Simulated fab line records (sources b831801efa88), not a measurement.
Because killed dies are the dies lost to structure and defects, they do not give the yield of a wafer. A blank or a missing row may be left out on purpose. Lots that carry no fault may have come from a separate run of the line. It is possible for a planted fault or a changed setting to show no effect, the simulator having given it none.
Matching of chambers | flow sfq-line | 3 sister chambers for SFQ_TRILAYER_I4_DEP_PECVD_099 on pecvd-03
The step deposits SiO2 from SiH4/N2O, time 111.11 s, target thk 500 nm. 3 wafers are shown with their chamber, then 7 later ones without.

== WAFERS, EACH WITH ITS CHAMBER ==
wafer  | chamber | throttle-valve-pct (%)
L670.5 | 1       | 24.4
L673.1 | 2       | 26.4
L673.3 | 0       | 27.3

== WAFERS WHOSE CHAMBER IS MISSING ==
wafer  | throttle-valve-pct (%)
L673.4 | 27.3
L676.3 | 26.6
L676.5 | 26.1
L676.6 | 24.3
L681.2 | 24.5
L681.5 | 26.5
L681.6 | 24.4

== THE CHAMBER EACH PASSED THROUGH ==
wafer  | from the rows above | in truth
L673.4 | 0                   | 0
L676.3 | 2                   | 2
L676.5 | 2                   | 2
L676.6 | 1                   | 1
L681.2 | 1                   | 1
L681.5 | 2                   | 2
L681.6 | 1                   | 1
Correct placement for 7 of the 7. Can't be placed from these rows: 0. Placed wrongly: 0.
How it was worked out, from the rows above alone: a wafer's distance from a chamber is the root of the sum, over the readings, of the square of ((its reading less the chamber's mean) divided by the reading's scatter). The wafer belongs to the nearest chamber; if the next one is less than 2 further off, it can't be placed. A chamber's mean is the mean of its shown wafers. The scatter: root of mean squared gap, hidden wafer to nearest shown wafer, with one shown wafer a chamber.
